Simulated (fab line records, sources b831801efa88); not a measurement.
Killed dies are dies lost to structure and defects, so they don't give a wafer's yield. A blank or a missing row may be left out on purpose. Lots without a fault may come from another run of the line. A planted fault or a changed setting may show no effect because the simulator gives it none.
fab line records | flow sky130
record lots=24 wafers=72 last_day=50
route steps=708 shown VIA1@471 METAL2@500 VIA2@510
lots that met no fault: from a run of the same line without faults
start_h: hours from the record's first day to the start of the lot's first wafer shown | wait_h: hours since the lot's step before | " the same as in the row above | L1.1+2: a row that stands for several wafers | - no value, or no start given | * or withheld: withheld | < > ~ a bound
route shown NAME@n: a module of which the file shows steps, and the number in the route of the first | usual: mean/standard deviation of fault-free wafers | same: alike in all rows | chamber/n: place in a boat | sites: the reading at each site | _std_site: their standard deviation | _edge_site: outer sites' mean less inner sites' | radius_mm: how far each site lies from the wafer's centre | mask NAME#n: copy n | behind: the tool/chamber that last shaped the wafer | hold: why the lot was held/for how many hours/how that ended | device: the transistor (n, p or np) that didn't switch | end of line: the same wafers' tests at the end of the route | a step without rows: its recipe alone | killed: dies lost to structure and defects at the first sort, not the wafer's yield | map: a wafer's dies, x killed, . not, _ none there
set.NAME: the setting as run; set.NAME@STEP: as run at that earlier step | model.NAME: the simulator's own value behind a step, which no gauge read
steps of the route over a sample of lots; a table a step, a row a wafer
services: from which hour (start_h, from the record's first day; less than 0 if before it) a tool's chamber was out of use, for how many hours, and why
## steps
# step SKY_VIA1_OVL_MEAS_13
# usual VIA1_OVL=0/4.4
# columns lot.wafer tool chamber start_h wait_h VIA1_OVL[nm]
L074.1 overlay-02 - 794.25 0.1 -1
L074.2 " - " " 4
L074.4 " - " " -2
L075.2 overlay-01 - 799.41 0.1 2
L075.3 " - " " 6
L075.4 " - " " 1
L076.1 overlay-01 - 810.20 0.1 0
L076.2 " - " " 0
L076.6 " - " " 3
L077.1 overlay-02 - 835.35 0.1 0
L077.3 " - " " 11
L077.6 " - " " -1
L078.1 overlay-02 - 842.08 0.1 2
L078.5 " - " " 2
L078.6 " - " " 5
L079.3 overlay-02 - 851.76 0.1 3
L079.5 " - " " -1
L079.6 " - " " 3
L081.2 overlay-02 - 858.81 0.1 2
L081.4 " - " " -1
L081.6 " - " " -1
L080.4 overlay-01 - 860.50 0.1 -6
L080.5 " - " " 2
L080.6 " - " " -1
L082.4 overlay-02 - 877.08 0.1 -6
L082.5 " - " " -3
L082.6 " - " " 1
L084.1 overlay-01 - 879.88 0.1 5
L084.4 " - " " 0
L084.6 " - " " 9
L083.1 overlay-01 - 882.53 0.1 -10
L083.2 " - " " -2
L083.5 " - " " -5
L085.3 overlay-02 - 886.46 0.1 -2
L085.4 " - " " 0
L085.6 " - " " 4
L086.3 overlay-02 - 892.26 0.1 -3
L086.5 " - " " -14
L086.6 " - " " 0
L087.2 overlay-01 - 912.13 0.1 1
L087.3 " - " " 10
L087.6 " - " " 3
L088.1 overlay-01 - 913.62 0.1 -1
L088.2 " - " " 0
L088.4 " - " " -3
L089.1 overlay-01 - 918.48 0.1 -1
L089.2 " - " " -1
L089.5 " - " " -5
L090.2 overlay-01 - 923.11 0.1 0
L090.4 " - " " 3
L090.5 " - " " 13
L091.1 overlay-02 - 924.72 0.1 -2
L091.4 " - " " -5
L091.5 " - " " 1
L092.1 overlay-01 - 926.95 0.1 -6
L092.3 " - " " -6
L092.4 " - " " -8
L093.1 overlay-01 - 940.13 0.1 10
L093.2 " - " " 7
L093.6 " - " " -5
L094.1 overlay-02 - 946.47 0.1 -2
L094.5 " - " " 2
L094.6 " - " " 8
L095.1 overlay-02 - 958.25 0.1 2
L095.3 " - " " 1
L095.6 " - " " -2
L096.1 overlay-02 - 959.80 0.1 -3
L096.5 " - " " -8
L096.6 " - " " -5
L097.2 overlay-01 - 960.87 0.1 1
L097.5 " - " " 5
L097.6 " - " " 4
# step SKY_VIA1_CMP_24
# recipe stop_on=SiO2 t_overpolish_s=15 down_force_psi=3.5 platen_rpm=60 target_thk_nm=0 pad_velocity_m_s=0.94248
# usual motor_current_A=10.4/0.98 overpolish_run_s=15.000/0.0091 time_to_endpoint_s=67/3.4
# columns lot.wafer tool chamber start_h wait_h motor_current_A overpolish_run_s time_to_endpoint_s
L074.1 cmp-01 3 795.39 0.1 8.8 15.005 68
L074.4 " 0 " " 11.6 15.008 68
L074.2 " 1 " " 10.2 15.005 72
L075.4 cmp-02 1 800.49 0.0 10.3 14.990 64
L075.2 " 2 " " 10.6 14.999 67
L075.3 " 0 " " 10.3 14.995 62
L076.2 cmp-02 3 811.34 0.1 10.1 15.015 64
L076.1 " 1 " " 10.5 15.003 67
L076.6 " 3 " " 10.1 14.994 67
L077.1 cmp-01 2 836.45 0.1 10.4 15.000 68
L077.3 " 3 " " 8.5 15.013 68
L077.6 " 2 " " 10.6 15.011 67
L078.1 cmp-01 3 843.23 0.1 8.6 14.982 68
L078.5 " 1 " " 10.0 14.999 67
L078.6 " 2 " " 10.5 14.993 65
L079.3 cmp-02 2 852.85 0.1 11.0 14.994 66
L079.5 " 1 " " 11.0 14.998 63
L079.6 " 2 " " 11.3 14.998 66
L081.2 cmp-01 0 859.90 0.1 11.3 15.003 69
L081.4 " 2 " " 11.2 14.993 71
L081.6 " 0 " " 11.7 15.002 68
L080.4 cmp-01 3 861.58 0.1 8.4 14.990 68
L080.5 " 2 " " 11.0 15.008 66
L080.6 " 3 " " 8.8 14.990 65
L082.4 cmp-02 3 878.12 0.0 10.2 14.982 64
L082.6 " 3 " " 9.8 15.002 66
L082.5 " 0 " " 11.0 15.001 62
L084.4 cmp-01 2 881.03 0.1 11.0 15.005 69
L084.1 " 3 " " 8.6 14.989 69
L084.6 " 1 " " 10.1 15.007 71
L083.2 cmp-01 1 883.63 0.1 9.8 14.994 71
L083.1 " 2 " " 10.5 14.988 69
L083.5 " 0 " " 11.4 15.007 66
L085.4 cmp-02 0 887.51 0.0 10.9 14.989 64
L085.3 " 3 " " 9.9 14.998 62
L085.6 " 1 " " 10.3 15.010 67
L086.3 cmp-01 1 893.46 0.2 10.0 15.008 68
L086.6 " 2 " " 10.6 15.000 67
L086.5 " 3 " " 8.5 14.991 65
L087.2 cmp-01 2 913.23 0.1 10.7 15.004 70
L087.3 " 3 " " 8.4 14.996 67
L087.6 " 1 " " 10.2 14.986 67
L088.4 cmp-01 1 914.83 0.1 9.6 14.997 73
L088.1 " 2 " " 11.1 15.004 71
L088.2 " 3 " " 8.9 14.977 74
L089.2 cmp-01 2 919.53 0.0 10.6 15.004 72
L089.1 " 0 " " 11.4 14.998 69
L089.5 " 2 " " 10.8 14.989 70
L090.4 cmp-01 3 924.16 0.0 9.0 15.004 70
L090.2 " 2 " " 10.9 15.002 69
L090.5 " 3 " " 8.5 15.006 68
L091.1 cmp-02 2 925.86 0.1 11.1 14.993 64
L091.4 " 0 " " 11.3 14.988 62
L091.5 " 2 " " 10.6 14.999 64
L092.4 cmp-01 2 928.03 0.0 10.8 14.997 67
L092.3 " 0 " " 12.1 14.994 69
L092.1 " 1 " " 10.0 14.994 70
L093.1 cmp-02 3 941.46 0.3 10.5 14.987 60
L093.2 " 2 " " 10.9 15.015 60
L093.6 " 3 " " 10.5 15.005 61
L094.1 cmp-01 2 947.65 0.1 10.8 15.005 64
L094.5 " 0 " " 11.2 15.006 65
L094.6 " 1 " " 10.3 14.991 68
L095.3 cmp-02 1 959.30 0.0 10.7 15.000 63
L095.1 " 2 " " 10.8 15.008 63
L095.6 " 2 " " 10.4 14.996 65
L096.1 cmp-01 0 960.90 0.1 12.0 14.988 64
L096.5 " 3 " " 8.8 14.995 64
L096.6 " 0 " " 11.5 15.013 65
L097.2 cmp-02 1 961.97 0.1 10.3 14.998 64
L097.6 " 0 " " 10.9 14.999 61
L097.5 " 1 " " 11.2 14.999 67
# step SKY_METAL2_DESCUM_17
# recipe chemistry=O2 source_power_w=150 bias_power_w=0 pressure_mtorr=10 temp_c=40 time_s=8
# usual drypump_motor_current_A=5.5/0.81 he_backside_leak_sccm=3.36/0.21 oes_product_au=0.999/0.0085
# columns lot.wafer tool chamber start_h wait_h drypump_motor_current_A he_backside_leak_sccm oes_product_au rf_hours_counter_h
L074.1 rie_metal-01 1 822.09 0.0 4.7 3.11 0.993 8
L074.2 " 0 " " 5.0 3.57 1.002 18
L074.4 " 1 " " 4.7 2.79 0.999 -
L075.2 rie_metal-02 0 826.89 0.0 6.7 3.20 0.986 10
L075.3 " 0 " " 6.8 3.28 0.996 -
L075.4 " 1 " " 5.1 3.66 1.002 -
L076.1 rie_metal-02 0 837.54 0.0 6.8 3.27 1.008 10
L076.2 " 1 " " 5.1 3.50 1.007 18
L076.6 " 0 " " 6.8 3.28 1.007 -
L077.1 rie_metal-02 0 863.39 0.0 6.8 3.29 1.001 11
L077.3 " 0 " " 6.7 3.17 0.998 -
L077.6 " 0 " " 6.8 3.14 1.004 -
L078.1 rie_metal-02 0 869.64 0.0 6.7 3.55 1.003 11
L078.5 " 0 " " 6.7 3.32 0.992 -
L078.6 " 0 " " 6.7 3.54 0.998 -
L079.3 rie_metal-03 0 879.30 0.0 6.1 3.17 1.007 -
L079.5 " 1 " " 5.2 3.25 0.994 -
L079.6 " 0 " " 6.1 3.26 0.996 -
L081.2 rie_metal-01 1 886.50 0.0 4.7 2.88 1.016 -
L081.4 " 1 " " 4.7 3.00 1.001 -
L081.6 " 1 " " 4.7 3.10 1.019 -
L080.4 rie_metal-01 1 888.17 0.0 4.7 3.14 1.006 -
L080.5 " 1 " " 4.7 3.21 1.009 -
L080.6 " 1 " " 4.7 3.12 0.999 -
L082.4 rie_metal-03 1 904.60 0.0 5.2 3.42 0.996 -
L082.5 " 0 " " 6.1 3.22 1.008 -
L082.6 " 1 " " 5.2 3.35 0.995 -
L084.1 rie_metal-01 0 907.64 0.0 5.1 3.47 0.995 0
L084.4 " 0 " " 5.0 3.56 0.993 -
L084.6 " 1 " " 4.7 3.14 1.006 -
L083.1 rie_metal-02 1 910.19 0.0 5.1 3.52 1.001 1
L083.2 " 0 " " 6.8 3.47 0.992 14
L083.5 " 1 " " 5.1 3.53 1.000 -
L085.3 rie_metal-03 0 913.80 0.0 6.0 3.27 0.998 -
L085.4 " 1 " " 5.2 3.45 0.992 -
L085.6 " 0 " " 6.1 3.27 1.003 -
L086.3 rie_metal-02 1 918.91 0.0 5.1 3.48 1.002 -
L086.5 " 0 " " 6.8 3.21 0.991 -
L086.6 " 1 " " 5.1 3.45 1.001 -
L087.2 rie_metal-01 1 938.69 0.0 4.7 3.16 1.005 14
L087.3 " 1 " " 4.7 3.26 1.001 -
L087.6 " 0 " " 5.0 3.49 1.004 -
L088.1 rie_metal-02 0 940.21 0.0 6.8 3.43 0.992 15
L088.2 " 1 " " 5.1 3.48 0.994 2
L088.4 " 1 " " 5.1 3.56 0.987 -
L089.1 rie_metal-02 1 945.09 0.0 5.1 3.54 0.994 3
L089.2 " 0 " " 6.7 3.21 0.991 15
L089.5 " 0 " " 6.7 3.36 0.983 -
L090.2 rie_metal-02 1 948.79 0.0 5.1 3.29 1.001 3
L090.4 " 0 " " 6.7 3.49 0.994 -
L090.5 " 0 " " 6.8 3.32 0.987 -
L091.1 rie_metal-03 1 951.29 0.0 5.2 3.50 0.986 7
L091.4 " 0 " " 6.1 3.26 0.996 -
L091.5 " 0 " " 6.0 3.29 1.000 -
L092.1 rie_metal-02 0 953.19 0.0 6.8 3.27 0.996 16
L092.3 " 1 " " 5.1 3.49 0.996 -
L092.4 " 0 " " 6.8 3.43 0.993 -
L093.1 rie_metal-01 0 966.15 0.0 5.0 3.67 1.006 3
L093.2 " 1 " " 4.7 3.07 1.004 15
L093.6 " 1 " " 4.7 3.12 1.006 -
L094.1 rie_metal-01 1 971.89 0.0 4.7 3.36 1.002 16
L094.5 " 1 " " 4.7 3.22 1.001 -
L094.6 " 0 " " 5.0 3.40 0.997 -
L095.1 rie_metal-02 0 983.65 0.0 6.7 3.27 0.999 17
L095.3 " 0 " " 6.7 3.43 0.997 -
L095.6 " 0 " " 6.8 3.51 0.988 -
L096.1 rie_metal-01 0 984.34 0.0 5.0 3.42 0.995 4
L096.5 " 0 " " 5.0 3.46 0.999 -
L096.6 " 1 " " 4.7 3.11 0.999 -
L097.2 rie_metal-01 1 985.84 0.0 4.7 3.00 1.020 17
L097.5 " 0 " " 5.0 3.47 0.995 -
L097.6 " 1 " " 4.7 3.05 1.006 -
# step SKY_VIA2_BOW_MEAS_03
# recipe mode=bow
# usual VIA2_BOW=85/7.2
# columns lot.wafer tool chamber start_h wait_h VIA2_BOW[um]
L074.1 film_metro-03 - 823.37 0.2 85
L074.2 " - " " 83
L074.4 " - " " 70
L075.2 film_metro-03 - 828.19 0.2 87
L075.3 " - " " 98
L075.4 " - " " 84
L076.1 film_metro-02 - 838.81 0.2 84
L076.2 " - " " 77
L076.6 " - " " 80
L077.1 film_metro-01 - 864.67 0.2 85
L077.3 " - " " 82
L077.6 " - " " 78
L078.1 film_metro-02 - 871.09 0.2 92
L078.5 " - " " 89
L078.6 " - " " 93
L079.3 film_metro-01 - 880.63 0.2 75
L079.5 " - " " 92
L079.6 " - " " 87
L081.2 film_metro-03 - 887.96 0.3 76
L081.4 " - " " 88
L081.6 " - " " 77
L080.4 film_metro-01 - 889.66 0.2 89
L080.5 " - " " 96
L080.6 " - " " 88
L082.4 film_metro-01 - 905.96 0.3 89
L082.5 " - " " 90
L082.6 " - " " 93
L084.1 film_metro-03 - 908.94 0.1 77
L084.4 " - " " 83
L084.6 " - " " 73
L083.1 film_metro-01 - 911.45 0.1 88
L083.2 " - " " 91
L083.5 " - " " 90
L085.3 film_metro-02 - 915.42 0.2 79
L085.4 " - " " 74
L085.6 " - " " 82
L086.3 film_metro-03 - 920.24 0.3 83
L086.5 " - " " 91
L086.6 " - " " 87
L087.2 film_metro-02 - 939.98 0.2 89
L087.3 " - " " 83
L087.6 " - " " 92
L088.1 film_metro-01 - 942.06 0.1 101
L088.2 " - " " 90
L088.4 " - " " 87
L089.1 film_metro-03 - 946.35 0.2 81
L089.2 " - " " 71
L089.5 " - " " 88
L090.2 film_metro-01 - 950.08 0.3 92
L090.4 " - " " 95
L090.5 " - " " 90
L091.1 film_metro-01 - 952.59 0.1 81
L091.4 " - " " 91
L091.5 " - " " 89
L092.1 film_metro-03 - 954.47 0.1 101
L092.3 " - " " 86
L092.4 " - " " 98
L093.1 film_metro-01 - 967.46 0.2 77
L093.2 " - " " 72
L093.6 " - " " 88
L094.1 film_metro-02 - 973.22 0.1 78
L094.5 " - " " 67
L094.6 " - " " 91
L095.1 film_metro-01 - 985.00 0.1 85
L095.3 " - " " 95
L095.6 " - " " 82
L096.1 film_metro-02 - 985.62 0.2 80
L096.5 " - " " 89
L096.6 " - " " 79
L097.2 film_metro-01 - 987.17 0.3 74
L097.5 " - " " 97
L097.6 " - " " 86
# step SKY_VIA2_CD_MEAS_12
# recipe target_cd_nm=200
# usual cd_nm=200.6/1.5
# columns lot.wafer tool chamber start_h wait_h cd_nm
L074.1 cd_sem-01 - 849.76 - 199.9
L074.2 " - " " 200.0
L074.4 " - " " 201.0
L075.2 cd_sem-01 - 854.70 - 201.8
L075.3 " - " " 201.6
L075.4 " - " " 201.8
L076.1 cd_sem-01 - 864.74 - 200.6
L076.2 " - " " 198.7
L076.6 " - " " 198.5
L077.1 cd_sem-01 - 890.91 - 198.2
L077.3 " - " " 197.5
L077.6 " - " " 197.0
L078.1 cd_sem-02 - 897.41 - 200.2
L078.5 " - " " 200.7
L078.6 " - " " 201.0
L079.3 cd_sem-01 - 906.68 - 200.1
L079.5 " - " " 199.6
L079.6 " - " " 197.7
L081.2 cd_sem-02 - 913.28 - 199.4
L081.4 " - " " 200.2
L081.6 " - " " 198.7
L080.4 cd_sem-01 - 915.55 - 199.5
L080.5 " - " " 201.1
L080.6 " - " " 199.3
L082.4 cd_sem-01 - 931.12 - 202.2
L082.5 " - " " 201.6
L082.6 " - " " 201.9
L084.1 cd_sem-01 - 933.86 - 199.1
L084.4 " - " " 201.2
L084.6 " - " " 202.6
L083.1 cd_sem-01 - 935.66 - 202.9
L083.2 " - " " 199.9
L083.5 " - " " 201.4
L085.3 cd_sem-02 - 939.97 - 201.1
L085.4 " - " " 199.3
L085.6 " - " " 200.4
L086.3 cd_sem-02 - 945.00 - 203.9
L086.5 " - " " 203.1
L086.6 " - " " 203.4
L087.2 cd_sem-02 - 964.36 - 200.4
L087.3 " - " " 200.3
L087.6 " - " " 200.1
L088.1 cd_sem-02 - 966.06 - 200.4
L088.2 " - " " 200.1
L088.4 " - " " 198.5
L089.1 cd_sem-02 - 970.43 - 202.2
L089.2 " - " " 202.0
L089.5 " - " " 203.5
L090.2 cd_sem-02 - 973.35 - 199.1
L090.4 " - " " 201.4
L090.5 " - " " 200.4
L091.1 cd_sem-01 - 976.53 - 202.3
L091.4 " - " " 200.6
L091.5 " - " " 201.5
L092.1 cd_sem-01 - 978.23 - 201.5
L092.3 " - " " 200.8
L092.4 " - " " 201.6
L093.1 cd_sem-01 - 990.31 - 200.4
L093.2 " - " " 200.5
L093.6 " - " " 200.1
L094.1 cd_sem-01 - 996.36 - 199.8
L094.5 " - " " 198.5
L094.6 " - " " 200.0
L095.1 cd_sem-02 - 1007.96 - 203.0
L095.3 " - " " 200.6
L095.6 " - " " 201.7
L096.1 cd_sem-01 - 1008.66 - 198.5
L096.5 " - " " 199.4
L096.6 " - " " 198.9
L097.2 cd_sem-02 - 1010.00 - 200.3
L097.5 " - " " 200.8
L097.6 " - " " 201.9
# step SKY_VIA2_RS_MEAS_22
# recipe thk_meas_gauge=four-point-probe reads=W_of_VIA2_CVD_21+TiN_of_VIA2_SPUTTER_20
# usual VIA2_W_RS=0.2739/0.0028
# columns lot.wafer tool chamber start_h wait_h VIA2_W_RS[ohm/sq]
L074.1 film_metro-03 - 850.80 0.1 0.2706
L074.2 " - " " 0.2717
L074.4 " - " " 0.2700
L075.2 film_metro-02 - 855.75 0.1 0.2718
L075.3 " - " " 0.2690
L075.4 " - " " 0.2742
L076.1 film_metro-03 - 865.80 0.1 0.2746
L076.2 " - " " 0.2740
L076.6 " - " " 0.2755
L077.1 film_metro-01 - 891.95 0.1 0.2718
L077.3 " - " " 0.2741
L077.6 " - " " 0.2777
L078.1 film_metro-02 - 898.45 0.1 0.2776
L078.5 " - " " 0.2768
L078.6 " - " " 0.2702
L079.3 film_metro-03 - 907.72 0.1 0.2716
L079.5 " - " " 0.2699
L079.6 " - " " 0.2738
L081.2 film_metro-01 - 914.32 0.1 0.2772
L081.4 " - " " 0.2736
L081.6 " - " " 0.2748
L080.4 film_metro-02 - 916.73 0.1 0.2743
L080.5 " - " " 0.2787
L080.6 " - " " 0.2775
L082.4 film_metro-03 - 932.17 0.1 0.2724
L082.5 " - " " 0.2763
L082.6 " - " " 0.2737
L084.1 film_metro-03 - 934.93 0.1 0.2748
L084.4 " - " " 0.2762
L084.6 " - " " 0.2738
L083.1 film_metro-03 - 936.70 0.1 0.2719
L083.2 " - " " 0.2757
L083.5 " - " " 0.2732
L085.3 film_metro-01 - 941.02 0.1 0.2781
L085.4 " - " " 0.2751
L085.6 " - " " 0.2723
L086.3 film_metro-01 - 946.09 0.1 0.2691
L086.5 " - " " 0.2726
L086.6 " - " " 0.2706
L087.2 film_metro-01 - 965.41 0.1 0.2717
L087.3 " - " " 0.2725
L087.6 " - " " 0.2733
L088.1 film_metro-02 - 967.11 0.1 0.2731
L088.2 " - " " 0.2709
L088.4 " - " " 0.2819
L089.1 film_metro-03 - 971.58 0.1 0.2745
L089.2 " - " " 0.2696
L089.5 " - " " 0.2658
L090.2 film_metro-02 - 974.50 0.1 0.2756
L090.4 " - " " 0.2737
L090.5 " - " " 0.2752
L091.1 film_metro-01 - 977.61 0.1 0.2748
L091.4 " - " " 0.2786
L091.5 " - " " 0.2785
L092.1 film_metro-02 - 979.28 0.1 0.2787
L092.3 " - " " 0.2752
L092.4 " - " " 0.2764
L093.1 film_metro-01 - 991.36 0.1 0.2777
L093.2 " - " " 0.2742
L093.6 " - " " 0.2700
L094.1 film_metro-02 - 997.42 0.1 0.2772
L094.5 " - " " 0.2726
L094.6 " - " " 0.2720
L095.1 film_metro-02 - 1009.02 0.1 0.2730
L095.3 " - " " 0.2744
L095.6 " - " " 0.2790
L096.1 film_metro-01 - 1009.72 0.1 0.2774
L096.5 " - " " 0.2723
L096.6 " - " " 0.2762
L097.2 film_metro-02 - 1011.06 0.1 0.2786
L097.5 " - " " 0.2759
L097.6 " - " " 0.2732
## services
# columns tool chamber start_h hours kind
cmp-02 - 774.40 2.1 repair
cmp-02 - 797.25 0.5 repair
rie_metal-02 - 808.40 2.8 pm
rie_metal-01 - 828.85 0.3 repair
cmp-01 - 844.10 3.7 repair
cmp-01 - 847.82 6.6 pm
cmp-02 - 862.36 2.9 pm
rie_metal-02 1 864.40 - clean
rie_metal-02 1 864.40 17.4 scheduled_down
rie_metal-02 1 864.40 17.4 vent_cycle
cmp-02 - 866.93 4.5 pm
rie_metal-01 0 870.00 - clean
rie_metal-01 0 870.00 28.3 scheduled_down
rie_metal-01 0 870.00 28.3 vent_cycle
cmp-02 - 912.00 4.0 pm
cmp-02 - 916.00 - consumable_replace:conditioner
cmp-02 - 916.00 - consumable_replace:pad
cmp-01 - 920.27 1.8 repair
cmp-02 - 924.68 0.9 repair
cmp-01 - 938.43 3.9 repair
cmp-02 - 943.38 2.7 repair
cmp-01 - 966.86 0.6 repair
cmp-01 - 977.91 1.9 repair
cmp-02 - 978.58 4.5 repair
## key
fault none
